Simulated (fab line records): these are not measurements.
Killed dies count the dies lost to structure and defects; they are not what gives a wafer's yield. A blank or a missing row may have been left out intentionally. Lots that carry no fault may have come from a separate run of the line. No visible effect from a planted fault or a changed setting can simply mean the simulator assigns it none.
Chamber matching -- flow gf180mcu -- GF_M5_ETCH_09 on rie diel-02 has 4 sister chambers
The step etches Si3N4 in CF4/O2, target depth 52 nm, time 11.6 s. 18 wafers are shown with their chamber, then 9 later ones without.

== WAFERS PAIRED WITH THEIR CHAMBERS ==
wafer,chamber,drypump motor current A (A),oes product au (a.u.),throttle valve pct (%)
L079.2,3,5.5,1.008,5.979
L079.3,2,5.7,0.991,5.965
L079.4,1,6.1,0.989,5.961
L080.2,1,6.1,0.984,5.969
L080.3,0,5.4,0.998,5.974
L080.5,3,5.5,1.012,5.967
L081.3,1,6.1,0.993,5.948
L081.4,2,5.8,0.995,5.973
L081.6,3,5.5,1.012,5.976
L082.2,2,5.7,0.981,5.967
L082.3,1,6.1,0.984,5.966
L082.4,3,5.5,1.005,5.981
L084.1,1,6.1,0.993,5.959
L084.2,3,5.5,1.006,5.969
L084.6,2,5.8,0.989,5.950
L087.1,0,5.4,0.986,5.965
L087.2,2,5.7,0.995,5.974
L087.3,3,5.4,1.016,5.980

SIGNATURES (means of the wafers above)
reading,chamber 0,chamber 1,chamber 2,chamber 3,scatter within a chamber
drypump motor current A,5.400,6.100,5.740,5.483,0.0381
oes product au,0.99200,0.98860,0.99020,1.00983,0.00517
throttle valve pct,5.96950,5.96060,5.96580,5.97533,0.00779
Rule: a wafer lies at a distance from a chamber equal to the root of the sum of squares, over the readings, of (its reading less the chamber's mean, divided by the reading's scatter). The wafer belongs to the nearest chamber; if the next one is less than 2 further off, it can't be placed. How the scatter is found: for the shown wafers, subtract from each reading the mean of its chamber, square and add these, divide the total by (wafers less chambers), then take the root.

== WAFERS WHOSE CHAMBER IS MISSING ==
wafer,drypump motor current A (A),oes product au (a.u.),throttle valve pct (%)
L087.4,6.1,1.001,5.965
L087.5,5.8,1.000,5.953
L087.6,5.5,1.007,5.987
L088.3,6.1,0.989,5.947
L088.5,5.7,0.984,5.970
L088.6,6.1,0.989,5.968
L095.1,5.5,1.001,5.964
L095.3,6.1,0.994,5.962
L095.5,5.7,1.000,5.980

== THE CHAMBER EACH PASSED THROUGH ==
wafer,from the rows above,in truth
L087.4,1,1
L087.5,2,2
L087.6,3,3
L088.3,1,1
L088.5,2,2
L088.6,1,1
L095.1,can't be placed: 3 or 0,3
L095.3,1,1
L095.5,2,2
Correct placement for 8 of the 9. Unplaceable from these rows: 1, with the true chamber sitting among the candidates in 1. Wrongly placed: 0.
